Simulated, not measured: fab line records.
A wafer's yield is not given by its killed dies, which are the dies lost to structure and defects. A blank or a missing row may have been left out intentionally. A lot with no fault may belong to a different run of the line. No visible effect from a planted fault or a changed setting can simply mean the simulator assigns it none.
Comparing a struck lot with a sound one :: flow sky130 :: 14 steps out of a route of 708
Sound: these wafers, L358.1, L358.4, L358.6. Wafers struck: L375.3, L375.5, L375.6. The cause comes at the end.
Per side, at each step with rows, come the tool, then ch with its chambers, and then its first start. Under that, the readings that differ: sound wafers :: struck wafers :: difference of the means :: sigmas: that difference in standard deviations of wafers without a fault.
alike: readings with means less than 2 such deviations apart, plus words and numbers identical on both sides. not compared: withheld readings, readings lacking a value on some wafer, bounds such as >300 that could conceal the same value, and numbers that have no deviation in the record and whose values overlap.
A row with sigmas, a row that says differs or no value, or rows on one side alone: a step with any of these is where the two part. Non-overlapping numbers with no deviation appear without sigmas and do not part them. A reading that every wafer of one side lacks parts them only if that side has two wafers or more.

SKY_CAP2M_OVL_MEAS_12:
  sound: overlay-01 at day 42 04:36; struck: overlay-01 at day 46 03:10
  alike: CAP2M_OVL
SKY_CAP2M_METAL_ETCH_13: etches TiN in Cl2/BCl3, stops on SiO2, target depth 220 nm, time 62.9 s.
  sound on rie_metal-01 ch 0,1, day 42 04:38; struck on rie_metal-03 ch 1, day 46 03:14
  alike: bcl3_flow_sccm, drypump_motor_current_A, mfc_cl2_sccm, oes_product_au, throttle_valve_pct
  not compared: rf_hours_counter_h
SKY_CAP2M_STRIP_14: strips in O2/N2.
  sound on plasma_asher-01 ch 0,1, day 42 04:43; struck on plasma_asher-01 ch 0,1, day 46 03:22
  alike: drypump_motor_current_A, oes_product_au, strip_time_to_endpoint_s
  not compared: rf_hours_counter_h
then, 9 steps without rows for these wafers: SKY_CAP2M_STRIP_15 (strips in post etch residue remover, time 1200 s); SKY_CAP2M_CLEAN_16 (cleans in IPA, time 180 s); SKY_CAP2M_CLEAN_17 (cleans in O3/DIW); SKY_METAL4_DEHYDRATE_05 (time 60 s); SKY_METAL4_HMDS_06 (prime time 60 s); SKY_METAL4_COAT_07 (resist thk 60 nm); SKY_METAL4_COAT_08 (resist thk 1140 nm); SKY_METAL4_SOFTBAKE_09 (time 90 s); SKY_METAL4_EXPOSE_10 (exposes mask MM4, target cd 300 nm).
SKY_METAL4_PEB_11:
  sound on litho_track-04 ch 0, day 43 04:00; struck on litho_track-01, day 47 01:00
reading: exhaust_pa (Pa)
sound: 46.3 46.3 45.9
struck: - - -
difference: no value on the struck wafers
sigmas: 
  not compared: chill_plate_temp_C
then, 1 step without rows for these wafers: SKY_METAL4_DEVELOP_12 (develop time 60 s).

## WHERE THEY PART
At SKY_METAL4_PEB_11 and nowhere else, as far as this record goes.

WHY: the cause the simulator had injected
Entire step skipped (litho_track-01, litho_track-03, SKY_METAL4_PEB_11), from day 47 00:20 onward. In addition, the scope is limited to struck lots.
